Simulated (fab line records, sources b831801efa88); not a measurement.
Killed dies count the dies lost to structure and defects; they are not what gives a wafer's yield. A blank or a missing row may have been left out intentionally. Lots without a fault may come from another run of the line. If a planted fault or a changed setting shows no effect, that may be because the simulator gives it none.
Matching of chambers + flow gf180mcu + GF_V3_CMP_04 on cmp-01 has 4 sister chambers
The step polishes SiO2. 8 wafers are shown with their chamber, then 8 later ones without.

WAFERS PAIRED WITH THEIR CHAMBERS
| wafer  | chamber | motorCurrentA (A) | timeToEndpointS (s) |
|--------|---------|-------------------|---------------------|
| L405.1 | 2       | 10.5              | 68                  |
| L407.1 | 3       | 13.3              | 66                  |
| L407.5 | 1       | 11.3              | 72                  |
| L420.2 | 2       | 11.1              | 49                  |
| L420.6 | 1       | 11.2              | 53                  |
| L421.5 | 0       | 12.4              | 68                  |
| L421.6 | 3       | 12.4              | 67                  |
| L425.1 | 0       | 12.7              | 68                  |

WAFERS WITHOUT THEIR CHAMBER
| wafer  | motorCurrentA (A) | timeToEndpointS (s) |
|--------|-------------------|---------------------|
| L425.4 | 11.2              | 69                  |
| L425.6 | 12.6              | 80                  |
| L426.1 | 12.6              | 67                  |
| L426.2 | 12.3              | 57                  |
| L426.6 | 12.1              | 75                  |
| L427.4 | 12.4              | 67                  |
| L427.5 | 11.0              | 64                  |
| L427.6 | 11.1              | 60                  |

CHAMBER TAKEN BY EACH
| wafer  | from the rows above          | in truth |
|--------|------------------------------|----------|
| L425.4 | can't be placed: 1 or 2      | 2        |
| L425.6 | can't be placed: 0 or 3      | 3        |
| L426.1 | can't be placed: 0 or 3      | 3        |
| L426.2 | can't be placed: 0 or 3 or 1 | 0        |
| L426.6 | can't be placed: 0 or 3 or 1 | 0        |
| L427.4 | can't be placed: 0 or 3      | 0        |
| L427.5 | can't be placed: 1 or 2      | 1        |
| L427.6 | can't be placed: 1 or 2      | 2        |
Placed correctly: 0 of 8. These rows do not allow placing 8 (true chamber among the candidates in 8). Placed wrongly: 0.
How it was worked out, from the rows above alone: a wafer's distance from a chamber is the root of the sum, over the readings, of the square of ((its reading less the chamber's mean) divided by the reading's scatter). If the next closest chamber is less than 2 further off than the closest, the wafer can't be placed; otherwise it belongs to the closest. The mean given for a chamber averages the wafers shown for that chamber. How the scatter is found: for the shown wafers, subtract from each reading the mean of its chamber, square and add these, divide the total by (wafers less chambers), then take the root.
